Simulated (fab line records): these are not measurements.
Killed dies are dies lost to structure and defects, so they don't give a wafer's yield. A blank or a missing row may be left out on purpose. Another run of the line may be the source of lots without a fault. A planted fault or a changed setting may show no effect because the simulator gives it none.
Comparing a struck lot with a sound one	flow sky130	44 out of 708 route steps
Sound: the wafers L535.1, L535.2, L535.3. The struck wafers were L549.1, L549.2, L549.5. At the end, the cause is stated.
At each step with rows: each side's tool, then ch and its chambers, then its first start. Under that, the readings that differ: sound wafers	struck wafers	difference of the means	sigmas: that difference in standard deviations of wafers without a fault.
alike: readings with means less than 2 such deviations apart, plus words and numbers identical on both sides. not compared: withheld readings, readings lacking a value on some wafer, bounds such as >300 that could conceal the same value, and numbers that have no deviation in the record and whose values overlap.
The two part at a step that has a row with sigmas, a row that says differs or no value, or rows on one side only. Numbers that have no deviation but don't overlap get no sigmas and don't part them. A reading that every wafer of one side lacks parts them only if that side has two wafers or more.

first, 2 steps without rows for these wafers: SKY_VIA3_CLEAN_18 (cleans in IPA, time 180 s); SKY_VIA3_CLEAN_19 (cleans in O3/DIW).
SKY_VIA3_SPUTTER_20: material TiN, target thk 20 nm, time 83.35 s.
  sound on pvdSputter-03, day 40 10:47; struck on pvdSputter-04, day 44 07:17
  alike: throttleValvePct
then, 1 step without rows for these wafers: SKY_VIA3_CVD_21 (deposits W, target thk 390 nm, time 117.31 s).
SKY_VIA3_RS_MEAS_22: uses a four-point probe to measure.
  sound on filmMetro-01, day 40 10:58; struck on filmMetro-02, day 44 07:28
  alike: VIA3_W_RS
SKY_VIA3_THK_MEAS_23: measures by xrf.
  sound on filmMetro-01, day 40 11:05; struck on filmMetro-02, day 44 07:35
reading	sound	struck	difference	sigmas
VIA3_W_THK (nm)	377 383 379	392 386 393	+11	+2
then, 1 step without rows for these wafers: SKY_VIA3_CMP_24 (polishes, stops on SiO2, t overpolish 20 s, target thk 0 nm).
SKY_METAL4_SPUTTER_00: material Ti, target thk 15 nm, time 10 s.
  sound on pvdSputter-04, day 40 11:27; struck on pvdSputter-03, day 44 07:58
  alike: throttleValvePct
then, 1 step without rows for these wafers: SKY_METAL4_SPUTTER_01 (material TiN, target thk 20 nm, time 16.7 s).
SKY_METAL4_SPUTTER_02: material AlCu, target thk 735 nm, time 39.1 s.
  sound on pvdSputter-04, day 40 11:30; struck on pvdSputter-03, day 44 08:01
  alike: throttleValvePct
then, 2 steps without rows for these wafers: SKY_METAL4_SPUTTER_03 (material Ti, target thk 5 nm, time 3.3 s); SKY_METAL4_SPUTTER_04 (material TiN, target thk 70 nm, time 58.3 s).
SKY_CAP2M_CVD_00: deposits SiO2, target thk 15.5 nm.
  sound on pecvd-01 ch 0,1,2, day 40 11:36; struck on pecvd-04 ch 0,1, day 44 08:07
reading	sound	struck	difference	sigmas
model.SiO2_of_CAP2M_CVD_00.thkNm (nm)	15.36 15.46 15.08	10.59 10.5 10.65	-4.72	
  alike: heaterPowerW
SKY_CAP2M_THK_MEAS_01:
  sound on filmMetro-01, day 40 11:37; struck on filmMetro-03, day 44 08:08
reading	sound	struck	difference	sigmas
CAP2M_CVD_00_THK (nm)	15.33 15.46 15.08	10.58 10.48 10.66	-4.72	-21
then, 1 step without rows for these wafers: SKY_CAP2M_SPUTTER_02 (material TiN, target thk 200 nm, time 166.7 s).
SKY_CAP2M_RS_MEAS_03: uses a four-point probe to measure.
  sound on filmMetro-03, day 40 11:47; struck on filmMetro-04, day 44 08:19
  alike: CAP2M_TIN_RS
SKY_CAP2M_THK_MEAS_04: measures by xrf.
  sound on filmMetro-03, day 40 11:55; struck on filmMetro-04, day 44 08:26
  alike: CAP2M_TIN_THK
then, 7 steps without rows for these wafers: SKY_CAP2M_DEHYDRATE_05 (time 60 s); SKY_CAP2M_HMDS_06 (prime time 60 s); SKY_CAP2M_COAT_07 (resist thk 1140 nm); SKY_CAP2M_SOFTBAKE_08 (time 60 s); SKY_CAP2M_EXPOSE_09 (exposes mask CAP2M, target cd 1000 nm); SKY_CAP2M_PEB_10; SKY_CAP2M_DEVELOP_11 (develop time 60 s).
SKY_CAP2M_OVL_MEAS_12:
  sound on overlay-01, day 41 11:46; struck on overlay-02, day 45 06:28
  alike: CAP2M_OVL
SKY_CAP2M_METAL_ETCH_13: etches TiN in Cl2/BCl3, stops on SiO2, target depth 220 nm, time 62.9 s.
  sound on rieMetal-01 ch 0,1, day 41 11:49; struck on rieMetal-04 ch 0,1, day 45 06:31
reading	sound	struck	difference	sigmas
drypumpMotorCurrentA (A)	5.4 6.4 6.4	5.2 5.6 5.2	-0.7	-2
  alike: oesProductAu, throttleValvePct
  not compared: rfHoursCounterH
SKY_CAP2M_STRIP_14: strips in O2/N2.
  sound on plasmaAsher-01 ch 0,1, day 41 11:53; struck on plasmaAsher-04 ch 0,1, day 45 06:35
reading	sound	struck	difference	sigmas
stripTimeToEndpointS (s)	12.63 12.56 12.57	12.68 12.65 12.70	+0.09	+2
  alike: drypumpMotorCurrentA, o2FlowSccm, oesProductAu
  not compared: rfHoursCounterH
then, 11 steps without rows for these wafers: SKY_CAP2M_STRIP_15 (strips in post etch residue remover, time 1200 s); SKY_CAP2M_CLEAN_16 (cleans in IPA, time 180 s); SKY_CAP2M_CLEAN_17 (cleans in O3/DIW); SKY_METAL4_DEHYDRATE_05 (time 60 s); SKY_METAL4_HMDS_06 (prime time 60 s); SKY_METAL4_COAT_07 (resist thk 60 nm); SKY_METAL4_COAT_08 (resist thk 1140 nm); SKY_METAL4_SOFTBAKE_09 (time 90 s); SKY_METAL4_EXPOSE_10 (exposes mask MM4, target cd 300 nm); SKY_METAL4_PEB_11; SKY_METAL4_DEVELOP_12 (develop time 60 s).
SKY_METAL4_CD_MEAS_13: the cd target is 300 nm.
  sound on cdSem-01, day 42 12:10; struck on cdSem-01, day 46 03:25
  alike: cdNm
SKY_METAL4_OVL_MEAS_14:
  sound on overlay-02, day 42 12:17; struck on overlay-02, day 46 03:32
reading	sound	struck	difference	sigmas
METAL4_OVL (nm)	-2 -2 -5	13 5 10	+12	+2
then, 2 steps without rows for these wafers: SKY_METAL4_DESCUM_15 (chemistry O2, time 8 s); SKY_METAL4_ETCH_16 (etches BARC in N2/H2, stops on SiO2, time 88.2 s, target depth 60 nm).
SKY_METAL4_ETCH_17: etches SiO2 in C4F8/O2/Ar, stops on TiN, time 3.9 s, target depth 15 nm.
  sound on rieDiel-01 ch 1,2,3, day 42 12:35; struck on rieDiel-02 ch 0,2, day 46 03:43
reading	sound	struck	difference	sigmas
oesProductAu (a.u.)	0.752 0.755 0.753	0.631 0.626 0.639	-0.121	-16
  not compared: rfHoursCounterH
-- the record jumps here: 3 days lie between the struck wafers' starts before and after (it left off in module METAL4 and takes up again in module PAD_OPEN, whose first step shown is number 708 of the route) --
SKY_PAD_OPEN_PROBE_99:
  sound on prober-02, day 46 10:44; struck on prober-02, day 49 13:12
reading	sound	struck	difference	sigmas
model.etest.tester.sortNPass	410 391 399	1 0 1	-399	
model.etest.tester.sortYieldPct (%)	83.33 79.47 81.1	0.2033 0 0.2033	-81.1645	
model.etest.tester.sort_bin_5_pct (%)	11.59 10.98 11.18	91.67 91.06 93.09	+80.69	
model.etest.capMim2.bvV (V)	13.92 13.8 13.08	9.533 9.131 9.693	-4.148	
model.etest.capMim2.leakLog10ACm2	-8.874 -8.787 -8.782	-7.152 -7.207 -7.428	+1.552	
model.etest.capMim2.cFfUm2	2.359 2.349 2.399	3.406 3.474 3.391	+1.055	
model.etest.tester.sort_bin_8_pct (%)	0 0 0	6.147e-11 2.516e-11 3.43e-10	+1.432e-10	
  alike: defectLimitedYield, killed_at_M0_to_M3, killed_at_M4_up, killedAtContacts, killedAtFrontEnd, killedAtOther, killedDies, killedOpen, killedShort, model.etest.tester.sort_bin_4_pct

WHERE THEY PART
Earliest at SKY_VIA3_THK_MEAS_23; latest, in this record, at SKY_METAL4_ETCH_17. Later steps at which nothing parts them and some readings are alike: SKY_PAD_OPEN_PROBE_99.

WHY: what the simulator had put in
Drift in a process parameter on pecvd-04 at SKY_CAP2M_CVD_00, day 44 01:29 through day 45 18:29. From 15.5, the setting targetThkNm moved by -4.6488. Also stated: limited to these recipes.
